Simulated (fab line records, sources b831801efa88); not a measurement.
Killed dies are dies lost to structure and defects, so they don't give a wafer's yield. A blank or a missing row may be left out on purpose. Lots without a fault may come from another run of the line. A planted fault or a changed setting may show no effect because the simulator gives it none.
fab line records | flow sky130
record lots=6 wafers=18 last_day=49
route steps=708 shown SONOS_TUNNEL@155 SONOS_ONO@168 GATE_OXIDE@187 PAD_OPEN@708
lots that met no fault: from a run of the same line without faults
start_h: hours from the record's first day to the start of the lot's first wafer shown | wait_h: hours since the lot's step before | " the same as in the row above | L1.1+2: a row that stands for several wafers | - no value, or no start given | * or withheld: withheld | < > ~ a bound
route shown NAME@n: a module of which the file shows steps, and the number in the route of the first | usual: mean/standard deviation of fault-free wafers | same: alike in all rows | chamber/n: place in a boat | sites: the reading at each site | _std_site: their standard deviation | _edge_site: outer sites' mean less inner sites' | radius_mm: how far each site lies from the wafer's centre | mask NAME#n: copy n | behind: the tool/chamber that last shaped the wafer | hold: why the lot was held/for how many hours/how that ended | device: the transistor (n, p or np) that didn't switch | end of line: the same wafers' tests at the end of the route | a step without rows: its recipe alone | killed: dies lost to structure and defects at the first sort, not the wafer's yield | map: a wafer's dies, x killed, . not, _ none there
set.NAME: the setting as run; set.NAME@STEP: as run at that earlier step | model.NAME: the simulator's own value behind a step, which no gauge read
lots at some steps of the route; a table a step, a row a wafer
services: from which hour (start_h, from the record's first day; less than 0 if before it) a tool's chamber was out of use, for how many hours, and why
## steps
# step SKY_SONOS_TUNNEL_HMDS_01
# recipe prime_time_s=60 prime_temp_c=120
# step SKY_SONOS_TUNNEL_COAT_02
# recipe resist=NOVOLAK spin_rpm=3000 resist_thk_nm=1140
# step SKY_SONOS_TUNNEL_SOFTBAKE_03
# recipe temp_c=90 time_s=60 resist=NOVOLAK
# step SKY_SONOS_TUNNEL_EXPOSE_04
# recipe mask_id=TUNM na=0.6 source_shape=conventional sigma_outer=0.6 polarization=unpolarized target_cd_nm=410 dose_mj=136
# step SKY_SONOS_TUNNEL_PEB_05
# recipe temp_c=withheld time_s=* resist=NOVOLAK
# step SKY_SONOS_TUNNEL_DEVELOP_06
# recipe resist=NOVOLAK developer=TMAH develop_time_s=60 dev_temp_c=23
# step SKY_SONOS_TUNNEL_CD_MEAS_07
# recipe target_cd_nm=410
# usual cd_nm=409.5/2.6
# columns lot.wafer tool chamber start_h wait_h cd_nm
L565.1 cd_sem-02 - 296.50 0.1 410.2
L565.2 " - " " 412.4
L565.3 " - " " 410.0
L569.3 cd_sem-01 - 324.99 0.1 409.1
L569.4 " - " " 408.3
L569.6 " - " " 410.1
L572.1 cd_sem-02 - 338.75 0.1 412.3
L572.3 " - " " 413.2
L572.6 " - " " 412.9
L573.1 cd_sem-02 - 346.90 0.1 406.7
L573.2 " - " " 406.4
L573.6 " - " " 406.3
L578.1 cd_sem-01 - 382.00 0.1 412.2
L578.2 " - " " 411.5
L578.4 " - " " 411.5
L580.2 cd_sem-02 - 405.39 0.1 405.9
L580.5 " - " " 406.0
L580.6 " - " " 405.8
# step SKY_SONOS_TUNNEL_OVL_MEAS_08
# usual SONOS_TUNNEL_OVL=-0.5/1.3
# columns lot.wafer tool chamber start_h wait_h SONOS_TUNNEL_OVL[nm]
L565.1 overlay-01 - 296.62 0.1 -1.5
L565.2 " - " " -2.3
L565.3 " - " " -3.7
L569.3 overlay-02 - 325.09 0.1 -1.3
L569.4 " - " " -1.0
L569.6 " - " " -0.9
L572.1 overlay-01 - 338.87 0.1 2.0
L572.3 " - " " 0.5
L572.6 " - " " 1.1
L573.1 overlay-01 - 347.02 0.1 -1.7
L573.2 " - " " 0.5
L573.6 " - " " -1.2
L578.1 overlay-02 - 382.12 0.1 1.1
L578.2 " - " " 0.5
L578.4 " - " " 1.2
L580.2 overlay-02 - 405.49 0.1 -1.2
L580.5 " - " " 0.2
L580.6 " - " " -0.6
# step SKY_SONOS_TUNNEL_IMPLANT_09
# recipe species=B energy_kev=20 dose_cm2=1e+12 tilt_deg=withheld
# step SKY_SONOS_TUNNEL_WET_ETCH_10
# recipe chemistry=dHF target_depth_nm=14 target=SiO2 dilution=100:1 temp_c=25 time_s=280
# step SKY_SONOS_TUNNEL_STRIP_11
# recipe chemistry=SPM time_s=600 temp_c=130
# step SKY_SONOS_TUNNEL_TW_MEAS_12
# usual SONOS_TUNNEL_TW=197.0/1.4
# columns lot.wafer tool chamber start_h wait_h SONOS_TUNNEL_TW
L565.1 film_metro-03 - 297.07 0.0 195.8
L565.2 " - " " 196.1
L565.3 " - " " 196.4
L569.3 film_metro-03 - 325.54 0.0 196.4
L569.4 " - " " 196.7
L569.6 " - " " 196.7
L572.1 film_metro-04 - 339.32 0.0 199.0
L572.3 " - " " 197.3
L572.6 " - " " 199.0
L573.1 film_metro-03 - 347.47 0.0 197.0
L573.2 " - " " 197.2
L573.6 " - " " 197.4
L578.1 film_metro-04 - 382.57 0.0 199.6
L578.2 " - " " 199.4
L578.4 " - " " 198.7
L580.2 film_metro-03 - 405.94 0.0 197.0
L580.5 " - " " 197.1
L580.6 " - " " 197.0
# step SKY_SONOS_TUNNEL_CLEAN_13
# recipe chemistry=dHF time_s=20 dilution=100:1 dry=ipa_marangoni
# columns lot.wafer tool chamber start_h wait_h
L565.1+2+3 wet_bench-04 2 297.13 0.1
L569.3+4+6 wet_bench-04 3 325.58 0.0
L572.1+3+6 wet_bench-01 1 339.38 0.1
L573.1+2+6 wet_bench-01 3 347.53 0.1
L578.1+2+4 wet_bench-01 2 382.63 0.1
L580.2+5+6 wet_bench-03 2 405.99 0.0
# step SKY_SONOS_ONO_OXIDATION_00
# recipe temp_c=800 ambient=O2 idle_temp_c=700 ramp_up_c_per_min=10 ramp_down_c_per_min=3 stabilise_s=600 purge_s=300 target_thk_a=26 ox_time_s=1249
# step SKY_SONOS_ONO_THK_MEAS_01
# recipe reads=SiO2_of_SONOS_ONO_OXIDATION_00
# usual SONOS_ONO_OXIDATION_THK=2.62/0.049
# columns lot.wafer tool chamber start_h wait_h SONOS_ONO_OXIDATION_THK[nm]
L565.1 film_metro-02 - 298.49 0.0 2.55
L565.2 " - " " 2.68
L565.3 " - " " 2.61
L569.3 film_metro-02 - 326.96 0.0 2.63
L569.4 " - " " 2.67
L569.6 " - " " 2.64
L572.1 film_metro-02 - 340.80 0.0 2.54
L572.3 " - " " 2.60
L572.6 " - " " 2.62
L573.1 film_metro-03 - 348.89 0.0 2.69
L573.2 " - " " 2.62
L573.6 " - " " 2.63
L578.1 film_metro-04 - 383.99 0.0 2.66
L578.2 " - " " 2.62
L578.4 " - " " 2.63
L580.2 film_metro-02 - 408.69 0.0 2.60
L580.5 " - " " 2.65
L580.6 " - " " 2.65
# step SKY_SONOS_ONO_CVD_02
# recipe material=Si3N4 precursor=DCS/NH3 target_thk_nm=10.5 temp_c=770 time_s=180 pressure_mtorr=250
# step SKY_SONOS_ONO_THK_MEAS_03
# recipe reads=Si3N4_of_SONOS_ONO_CVD_02
# usual SONOS_ONO_CVD_02_THK=10.49/0.15
# columns lot.wafer tool chamber start_h wait_h SONOS_ONO_CVD_02_THK[nm]
L565.1 film_metro-03 - 300.63 0.0 10.55
L565.2 " - " " 10.54
L565.3 " - " " 10.63
L569.3 film_metro-03 - 335.92 0.0 10.55
L569.4 " - " " 10.62
L569.6 " - " " 10.66
L572.1 film_metro-03 - 346.23 0.0 10.42
L572.3 " - " " 10.57
L572.6 " - " " 10.47
L573.1 film_metro-02 - 351.60 0.0 10.61
L573.2 " - " " 10.58
L573.6 " - " " 10.66
L578.1 film_metro-04 - 386.78 0.0 10.36
L578.2 " - " " 10.53
L578.4 " - " " 10.42
L580.2 film_metro-03 - 411.30 0.0 10.55
L580.5 " - " " 10.73
L580.6 " - " " 10.64
# step SKY_SONOS_ONO_CVD_04
# recipe material=SiO2 precursor=SiH4/N2O target_thk_nm=5.7199 temp_c=900 pressure_mtorr=400
# step SKY_SONOS_ONO_THK_MEAS_05
# recipe reads=SiO2_of_SONOS_ONO_CVD_04
# usual SONOS_ONO_CVD_04_THK=5.71/0.1
# columns lot.wafer tool chamber start_h wait_h SONOS_ONO_CVD_04_THK[nm]
L565.1 film_metro-04 - 301.94 0.0 5.51
L565.2 " - " " 5.45
L565.3 " - " " 5.48
L569.3 film_metro-03 - 337.23 0.0 5.89
L569.4 " - " " 5.80
L569.6 " - " " 5.78
L572.1 film_metro-03 - 348.17 0.0 5.67
L572.3 " - " " 5.58
L572.6 " - " " 5.64
L573.1 film_metro-03 - 353.53 0.0 5.70
L573.2 " - " " 5.85
L573.6 " - " " 5.64
L578.1 film_metro-04 - 389.65 0.0 6.04
L578.2 " - " " 5.86
L578.4 " - " " 5.88
L580.2 film_metro-03 - 412.61 0.0 5.66
L580.5 " - " " 5.73
L580.6 " - " " 5.80
# step SKY_SONOS_ONO_DEHYDRATE_06
# recipe temp_c=200 time_s=60
# step SKY_SONOS_ONO_HMDS_07
# recipe prime_time_s=60 prime_temp_c=120
# step SKY_SONOS_ONO_COAT_08
# recipe resist=NOVOLAK spin_rpm=3000 resist_thk_nm=1140
# step SKY_SONOS_ONO_SOFTBAKE_09
# recipe temp_c=90 time_s=60 resist=NOVOLAK
# step SKY_SONOS_ONO_EXPOSE_10
# recipe mask_id=ONOM target_cd_nm=410 na=0.6 source_shape=conventional sigma_outer=0.6 dose_mj=150
# step SKY_SONOS_ONO_PEB_11
# recipe temp_c=withheld time_s=* resist=NOVOLAK
# step SKY_SONOS_ONO_DEVELOP_12
# recipe develop_time_s=60 dev_temp_c=23
# step SKY_SONOS_ONO_CD_MEAS_13
# recipe target_cd_nm=410
# usual cd_nm=409.7/2.2
# columns lot.wafer tool chamber start_h wait_h cd_nm
L565.1 cd_sem-02 - 328.41 0.1 406.9
L565.2 " - " " 406.8
L565.3 " - " " 403.9
L569.3 cd_sem-01 - 363.04 0.1 409.1
L569.4 " - " " 406.5
L569.6 " - " " 410.0
L572.1 cd_sem-01 - 375.86 0.1 408.8
L572.3 " - " " 408.4
L572.6 " - " " 408.2
L573.1 cd_sem-01 - 381.66 0.1 407.3
L573.2 " - " " 409.3
L573.6 " - " " 409.6
L578.1 cd_sem-01 - 418.71 0.1 412.5
L578.2 " - " " 413.9
L578.4 " - " " 411.3
L580.2 cd_sem-01 - 441.57 0.1 408.0
L580.5 " - " " 406.8
L580.6 " - " " 408.4
# step SKY_SONOS_ONO_OVL_MEAS_14
# usual SONOS_ONO_OVL=-0.8/1.4
# columns lot.wafer tool chamber start_h wait_h SONOS_ONO_OVL[nm]
L565.1 overlay-01 - 328.53 0.1 0.6
L565.2 " - " " 1.9
L565.3 " - " " 0.6
L569.3 overlay-02 - 363.13 0.1 -3.6
L569.4 " - " " -2.0
L569.6 " - " " -1.9
L572.1 overlay-02 - 375.98 0.1 -1.9
L572.3 " - " " -1.3
L572.6 " - " " -1.8
L573.1 overlay-02 - 381.78 0.1 -0.4
L573.2 " - " " -1.7
L573.6 " - " " 0.3
L578.1 overlay-02 - 418.83 0.1 -0.7
L578.2 " - " " 0.0
L578.4 " - " " 0.8
L580.2 overlay-02 - 441.68 0.1 -2.5
L580.5 " - " " -1.0
L580.6 " - " " -0.8
# step SKY_SONOS_ONO_ETCH_15
# recipe target_depth_nm=19.52 chemistry=CHF3/O2 source_w=600 bias_w=200 pressure_mtorr=40 chf3_flow_sccm=50 O2_flow_sccm=5 time_s=7.8
# usual chamber_pressure_mTorr=40.00/0.04 chf3_flow_sccm=50.01/0.15 drypump_motor_current_A=5.7/0.3 oes_product_au=1.002/0.01 rf_fwd_power_W=588/3.1 throttle_valve_pct=8.824/0.0092
# columns lot.wafer tool chamber start_h wait_h chamber_pressure_mTorr chf3_flow_sccm drypump_motor_current_A oes_product_au rf_fwd_power_W rf_hours_counter_h throttle_valve_pct
L565.1 rie_diel-01 0 328.57 0.0 39.98 49.98 5.9 0.996 586 3 8.828
L565.2 " 1 " " 40.03 50.04 5.8 1.014 586 7 8.815
L565.3 " 3 " " 39.99 49.90 5.6 1.009 592 2 8.824
L569.3 rie_diel-01 3 363.16 0.0 40.01 50.11 5.6 1.008 586 3 8.822
L569.4 " 3 " " 40.00 50.32 5.5 1.012 590 - 8.851
L569.6 " 0 " " 40.01 49.97 5.9 0.996 592 - 8.832
L572.1 rie_diel-03 2 376.02 0.0 40.02 50.01 6.2 1.022 583 88 8.834
L572.3 " 0 " " 40.00 50.24 5.5 1.000 587 109 8.824
L572.6 " 0 " " 39.99 50.03 5.5 0.994 585 - 8.811
L573.1 rie_diel-01 0 381.82 0.0 39.97 50.01 5.9 1.009 591 4 8.810
L573.2 " 3 " " 40.06 49.83 5.6 1.006 591 3 8.830
L573.6 " 2 " " 40.02 49.77 5.8 0.983 585 - 8.823
L578.1 rie_diel-04 0 418.87 0.0 40.03 50.03 6.0 1.003 588 2 8.823
L578.2 " 1 " " 40.01 49.87 5.2 0.989 582 104 8.817
L578.4 " 2 " " 39.94 49.75 6.3 1.014 584 2 8.823
L580.2 rie_diel-01 2 441.71 0.0 40.00 49.95 5.8 0.984 587 12 8.810
L580.5 " 3 " " 40.04 49.93 5.6 1.011 590 - 8.825
L580.6 " 0 " " 40.01 50.08 5.9 1.001 592 - 8.826
# step SKY_SONOS_ONO_WET_ETCH_16
# recipe chemistry=dHF target_depth_nm=14 dry=n2_spin target=SiO2 dilution=100:1 temp_c=25 time_s=280
# step SKY_SONOS_ONO_STRIP_17
# recipe chemistry=O2/N2 power_w=1400 pressure_mtorr=1500 platen_temp_c=withheld o2_flow_sccm=3000 n2_flow_sccm=300 overash_fraction=0.5
# usual chamber_pressure_mTorr=1500.1/1.3 drypump_motor_current_A=5.9/0.38 oes_product_au=0.710/0.0039 strip_time_to_endpoint_s=14.09/0.038
# columns lot.wafer tool chamber start_h wait_h chamber_pressure_mTorr drypump_motor_current_A oes_product_au rf_hours_counter_h strip_time_to_endpoint_s
L565.1 plasma_asher-02 0 328.68 0.0 1500.8 6.5 0.718 22 14.08
L565.2 " 1 " " 1501.3 5.9 0.715 22 14.05
L565.3 " 0 " " 1499.6 6.5 0.709 - 14.09
L569.3 plasma_asher-02 0 363.31 0.0 1500.3 6.5 0.705 - 14.03
L569.4 " 1 " " 1499.5 5.8 0.702 - 14.06
L569.6 " 0 " " 1502.5 6.5 0.713 - 14.07
L572.1 plasma_asher-03 0 376.12 0.0 1499.1 5.9 0.708 56 14.11
L572.3 " 0 " " 1498.6 5.9 0.715 - 14.09
L572.6 " 1 " " 1501.4 5.6 0.713 - 14.11
L573.1 plasma_asher-02 1 381.93 0.0 1499.1 5.8 0.711 26 14.13
L573.2 " 0 " " 1502.0 6.5 0.711 26 14.11
L573.6 " 0 " " 1500.0 6.5 0.714 - 14.14
L578.1 plasma_asher-01 0 418.97 0.0 1501.0 6.1 0.705 73 14.11
L578.2 " 1 " " 1498.5 5.3 0.713 73 14.15
L578.4 " 0 " " 1499.6 6.1 0.711 - 14.16
L580.2 plasma_asher-01 0 441.81 0.0 1500.6 6.1 0.710 1 14.03
L580.5 " 1 " " 1499.5 5.3 0.709 - 14.03
L580.6 " 0 " " 1500.8 6.1 0.708 - 14.03
# step SKY_SONOS_ONO_WET_ETCH_18
# recipe chemistry=H3PO4 target_depth_nm=15 target=Si3N4 temp_c=160 time_s=172
# step SKY_GATE_OXIDE_CLEAN_00
# recipe chemistry=SC1/SC2 mix=1:4:20 temp_c=70 time_s=150 dry=n2_spin
# step SKY_GATE_OXIDE_OXIDATION_01
# recipe temp_c=900 ambient=O2 stabilise_s=600 purge_s=300 target_thk_a=102.68 ox_time_s=1473
# step SKY_GATE_OXIDE_THK_MEAS_02
# recipe reads=SiO2_of_GATE_OXIDE_OXIDATION_01
# usual GATE_OXIDE_OXIDATION_00_THK=10.26/0.19
# columns lot.wafer tool chamber start_h wait_h GATE_OXIDE_OXIDATION_00_THK[nm]
L565.1 film_metro-04 - 330.30 0.0 10.38
L565.2 " - " " 10.45
L565.3 " - " " 10.25
L569.3 film_metro-04 - 364.91 0.0 10.28
L569.4 " - " " 10.19
L569.6 " - " " 10.33
L572.1 film_metro-04 - 378.08 0.0 9.96
L572.3 " - " " 10.04
L572.6 " - " " 10.06
L573.1 film_metro-02 - 383.56 0.0 9.74
L573.2 " - " " 9.84
L573.6 " - " " 9.83
L578.1 film_metro-04 - 420.59 0.0 10.24
L578.2 " - " " 10.19
L578.4 " - " " 10.28
L580.2 film_metro-04 - 444.57 0.0 10.58
L580.5 " - " " 10.48
L580.6 " - " " 10.50
# step SKY_GATE_OXIDE_DEHYDRATE_03
# recipe temp_c=200 time_s=60
# step SKY_GATE_OXIDE_HMDS_04
# recipe prime_time_s=60 prime_temp_c=120
# step SKY_GATE_OXIDE_COAT_05
# recipe resist=NOVOLAK spin_rpm=3000 resist_thk_nm=1140
# step SKY_GATE_OXIDE_SOFTBAKE_06
# recipe temp_c=90 time_s=60 resist=NOVOLAK
# step SKY_GATE_OXIDE_EXPOSE_07
# recipe mask_id=LVOM na=0.6 source_shape=conventional sigma_outer=0.6 polarization=unpolarized target_cd_nm=600 dose_mj=170
# step SKY_GATE_OXIDE_PEB_08
# recipe temp_c=withheld time_s=* resist=NOVOLAK
# step SKY_GATE_OXIDE_DEVELOP_09
# recipe resist=NOVOLAK developer=TMAH develop_time_s=60 dev_temp_c=23
# step SKY_PAD_OPEN_PROBE_99
# usual killed_at_M0_to_M3=43/6.8 killed_at_M4_up=3.0/1.8 killed_at_contacts=23/5.4 killed_at_front_end=15/4.4 killed_at_other=0.3/0.51 killed_dies=85/9.2 killed_open=47/6.8 killed_short=39/6.8
# same gross_dies=492 killed_at_back_side=0
# columns lot.wafer tool chamber start_h wait_h killed_at_M0_to_M3 killed_at_M4_up killed_at_contacts killed_at_front_end killed_at_other killed_dies killed_open killed_short
L569.3 prober-02 - 1134.39 0.2 35 2 17 18 2 74 42 32
L569.4 prober-02 - 1134.44 0.2 39 1 19 14 1 74 35 39
L569.6 prober-02 - 1134.54 0.2 45 3 20 11 1 80 45 35
L573.1 prober-02 - 1152.29 0.1 42 5 15 36 0 98 44 25
L573.2 prober-02 - 1152.34 0.1 36 3 26 44 0 109 42 39
L573.6 prober-02 - 1152.54 0.2 48 4 25 39 1 117 42 48
L578.1 prober-01 - 1166.24 0.1 52 4 20 55 0 131 40 48
L578.2 prober-01 - 1166.29 0.1 30 0 25 60 0 115 33 34
L578.4 prober-01 - 1166.39 0.2 48 7 21 66 0 142 52 46
# killed by level:class
L569.3 POLY_GATE:geometric_particle:open=8 VIA3:geometric_particle:open=6 CONTACT:geometric_particle:open=6 METAL2:geometric_particle:short=6 VIA1:geometric_particle:short=5 METAL1:geometric_particle:short=5 VIA1:geometric_particle:open=5 LI_CONTACT:geometric_particle:open=4
L569.4 VIA2:geometric_particle:open=8 METAL1:geometric_particle:short=8 CONTACT:geometric_particle:open=6 VIA3:geometric_particle:open=6 VIA1:geometric_particle:open=6 LOCAL_INTERCONNECT:geometric_particle:short=5 CONTACT:geometric_particle:short=5 FIELD_ISO:geometric_particle:short=4
L569.6 CONTACT:geometric_particle:open=13 VIA1:geometric_particle:open=9 METAL1:geometric_particle:short=7 VIA2:geometric_particle:open=6 METAL3:geometric_particle:short=5 POLY_GATE:geometric_particle:short=4 LI_CONTACT:geometric_particle:open=4 VIA1:geometric_particle:short=4
L573.1 SONOS_TUNNEL:unspecified=29 VIA1:geometric_particle:open=14 VIA3:geometric_particle:open=7 METAL2:geometric_particle:short=6 LI_CONTACT:geometric_particle:open=6 METAL2:geometric_particle:open=5 METAL4:geometric_particle:short=4 FIELD_ISO:geometric_particle:open=3
L573.2 SONOS_TUNNEL:unspecified=28 VIA1:geometric_particle:open=10 LI_CONTACT:geometric_particle:open=7 LI_CONTACT:geometric_particle:short=6 CONTACT:geometric_particle:open=6 VIA1:geometric_particle:short=6 VIA3:geometric_particle:open=5 FIELD_ISO:geometric_particle:open=4
L573.6 SONOS_TUNNEL:unspecified=27 VIA1:geometric_particle:open=10 METAL1:geometric_particle:short=9 VIA2:geometric_particle:open=8 LI_CONTACT:geometric_particle:short=6 LOCAL_INTERCONNECT:geometric_particle:short=6 METAL2:geometric_particle:short=6 CONTACT:geometric_particle:open=5
L578.1 SONOS_TUNNEL:unspecified=43 METAL3:geometric_particle:short=10 VIA1:geometric_particle:open=9 METAL2:geometric_particle:short=7 CONTACT:geometric_particle:open=6 VIA2:geometric_particle:open=6 LI_CONTACT:geometric_particle:open=5 VIA3:geometric_particle:open=5
L578.2 SONOS_TUNNEL:unspecified=48 CONTACT:geometric_particle:open=10 VIA2:geometric_particle:open=6 LOCAL_INTERCONNECT:geometric_particle:short=5 VIA1:geometric_particle:short=5 FIELD_ISO:geometric_particle:short=4 METAL2:geometric_particle:short=4 CONTACT:geometric_particle:short=4
L578.4 SONOS_TUNNEL:unspecified=44 CONTACT:geometric_particle:open=10 VIA1:geometric_particle:open=9 METAL1:geometric_particle:short=8 FIELD_ISO:geometric_particle:short=6 METAL1:geometric_particle:open=6 METAL2:geometric_particle:short=6 VIA1:geometric_particle:short=5
# map L573.6 (x killed, . not)
__________.......x.._________
________.xx....x..xxx._______
______..........xx...xx._____
_____....x.x....x.x.xx...____
____x...x.........x.......___
___....x...x........x.x....__
__....xx.......x..x...x....._
_...............x............
_.x..x........x....x..x...xx.
_.............x...x...x..x...
_.........xx...x...x.x.......
_.......x...........x....x...
_.xx....x.x.xx........x......
_........x....x..x...........
_.x.........x....x..x..xx..x.
__x.........xx.x..x.x......x_
___..x.....x.....x....xx..x__
____..xx...x.x...........x___
_____..xxxx.xx..x....xx..____
______xxxxxxxxxx........_____
________xxxxxxxx.....x_______
__________xxxxx....._________
# map L578.4 (x killed, . not)
__________.x.x....x._________
________.x.....xxx..x._______
______x.x...xx......x..x_____
_____.x.x.x..........x...____
____.....x.x.........xx.x.___
___............xx..x...xx..__
__x....x...........x.....x.._
_...xx.......x........x.xx...
_.......xxx.......x..x.xxxxx.
_x....x..x.x....xxx....x...xx
_....x.........xx...x...xxxxx
_.....xx..............xxxxxxx
_.......x.x.........x.xxxxxxx
_.x........x......x...xxxxxxx
_......x.x..x...x...x.xxxxxxx
__.x...xxx........x.x.xxxxxx_
___xx........x.x........xxx__
____........xx...x.....x..___
_____.........x......xx..____
______xx..x....x........_____
________x..x..x......._______
__________........x._________
## services
# columns tool chamber start_h hours kind
rie_diel-01 - 294.01 4.0 pm
rie_diel-04 2 294.03 - clean
rie_diel-04 2 294.03 23.1 scheduled_down
rie_diel-04 2 294.03 23.1 vent_cycle
rie_diel-03 3 315.68 5.0 repair
plasma_asher-01 - 316.39 0.4 repair
rie_diel-04 3 320.76 3.6 repair
rie_diel-04 0 327.63 - clean
rie_diel-04 0 327.63 12.6 scheduled_down
rie_diel-04 0 327.63 12.6 vent_cycle
rie_diel-04 1 328.93 5.1 repair
plasma_asher-02 - 348.16 2.6 repair
rie_diel-04 2 354.81 1.7 repair
rie_diel-01 1 355.25 132.0 repair
wet_bench-04 - 363.93 1.6 repair
plasma_asher-03 - 366.23 0.7 repair
rie_diel-01 - 384.17 15.6 pm
rie_diel-03 0 400.60 - clean
rie_diel-01 - 406.36 2.8 pm
plasma_asher-01 - 421.25 9.0 pm
plasma_asher-01 0 421.25 9.0 vent_cycle
plasma_asher-01 1 421.25 9.0 vent_cycle
plasma_asher-01 0 430.25 - clean
plasma_asher-01 1 430.25 - clean
## key
first_sign step=SKY_PAD_OPEN_PROBE_99 reading=killed_at_front_end direction=up sigmas=7.8 usual=15 struck=50
effect step=SKY_PAD_OPEN_PROBE_99 reading=killed_dies direction=up sigmas=3.6 usual=85 struck=119
met_at SKY_SONOS_TUNNEL_CLEAN_13
struck_wafers L573.1,L573.2,L573.6,L578.1,L578.2,L578.4
tester_left_out L573,L578
onset_between 339.38 347.53
fault kind=chamber_particle_source tool=wet_bench-01 chamber=- onset_h=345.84 steps=SKY_SONOS_TUNNEL_CLEAN_13 rate_per_visit_cm2=1.4441 end_h=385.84
# tester_left_out: of these lots the tester's yield and bins aren't shown, on N5 and GAA mostly nor the transistor test; their killed dies are dies lost to structure and defects alone, not to doping, threshold or leakage, so they don't give the yield
